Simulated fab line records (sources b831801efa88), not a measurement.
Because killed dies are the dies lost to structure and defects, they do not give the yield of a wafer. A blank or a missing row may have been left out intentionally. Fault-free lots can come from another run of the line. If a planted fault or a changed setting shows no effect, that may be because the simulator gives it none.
Problem report, 8D (eight disciplines) form, completed by code :: flow sky130 :: the parts of the form that need people (team, actions taken, sign-off) are left out

1. THE PROBLEM
At SKY_METAL2_SPUTTER_04, cathode dc power W averages 7537.0 W over 3 wafers from 2 lots, while fault-free wafers read 6499.8 W, standard deviation 1.2. That is +99 or more standard deviations from the usual mean.
The step: material TiN, target thk 70 nm, time 58.3 s.
Earliest sighting: wafer L809.4 on pvd sputter-04 at day 37 06:22. At this step, 18 wafers from 6 lots have a number in the record. Rule for "out" (also "out of limits"): further than 4 standard deviations from the usual mean. The other wafers with a number count as sound.

2. WHAT IT IS; WHAT IT IS NOT
question: which readings at this step
is: cathode dc power W
is not: chamber pressure pa, throttle valve pct

question: which lots
is: L809, L811
is not: L802, L814, L823, L824

question: which wafers of those lots
is: L809.4, L809.5, L811.2
is not: L809.2, L811.3, L811.4

question: read on which tools
is: pvd sputter-04
is not: pvd sputter-01, pvd sputter-03

question: when
is: from day 37 06:22
is not: up to then (4 sound wafers); but 11 sound wafers of L811, L814, L823, L824 came after

3. SUSPECTS, AND WHAT RULES EACH OUT
Counting: if a tool at a process step up to the reading ran every lot that is out, it stays a suspect. Sound lots after the first of them don't rule it out here, since some wafers of a struck lot are sound.
- pvd sputter-04 at SKY_METAL2_SPUTTER_00 (material Ti, target thk 15 nm, time 10 s): kept. Ran every lot that is out, first one L809 (day 37 06:16); last sound lot up to then L802 (day 34 11:43).
- pvd sputter-04 at SKY_METAL2_SPUTTER_02 (material AlCu, target thk 250 nm, time 13.3 s): kept. Ran every lot that is out, first one L809 (day 37 06:19); last sound lot up to then L802 (day 34 11:46).
- pvd sputter-04 at SKY_METAL2_SPUTTER_03 (material Ti, target thk 5 nm, time 3.3 s): kept. Ran every lot that is out, first one L809 (day 37 06:21); last sound lot up to then L802 (day 34 11:47).
- pvd sputter-04 at SKY_METAL2_SPUTTER_04 (material TiN, target thk 70 nm, time 58.3 s): kept. Ran every lot that is out, first one L809 (day 37 06:22); last sound lot up to then L802 (day 34 11:48). On those wafers its own readings are out: cathode dc power W.
Left after counting: pvd sputter-04 at SKY_METAL2_SPUTTER_00, pvd sputter-04 at SKY_METAL2_SPUTTER_02, pvd sputter-04 at SKY_METAL2_SPUTTER_03, pvd sputter-04 at SKY_METAL2_SPUTTER_04.

4. THE CAUSE (what the simulator had put in)
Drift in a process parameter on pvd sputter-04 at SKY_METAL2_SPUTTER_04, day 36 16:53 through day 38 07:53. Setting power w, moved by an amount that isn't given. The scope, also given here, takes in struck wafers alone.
Of the 4 suspects that counting leaves, this tool is one.

5. SEQUENCE OF EFFECTS, ordered by route
Each row: a reading whose mean over the struck wafers that have a number lies more than 3 standard deviations from the usual. Readings are gone through only where the record gives a usual standard deviation; hours: the median, over the lots, of the time from a lot's start at the first step in this table giving one to that lot's start at this step; sigmas: the change measured in usual standard deviations.
hours: 0
step: SKY_METAL2_SPUTTER_04
reading: cathode dc power W
usual: 6499.8 W
on struck wafers: 7537.0
change: +1037.2
sigmas: +99 or more
Here are the process steps it includes:
- SKY_METAL2_SPUTTER_04: material TiN, target thk 70 nm, time 58.3 s.
Later measuring or inspecting steps at which every struck wafer that the step has a row for has a number for every such reading, and none has moved that far: SKY_METAL2_RS_MEAS_05, SKY_METAL2_THK_MEAS_06, SKY_METAL2_CD_MEAS_15, SKY_METAL2_OVL_MEAS_16.

6. WHAT WOULD HAVE CAUGHT IT SOONER
The fault began at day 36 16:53; the first out-of-limits reading in this record came at day 37 06:22, 13 hours later.
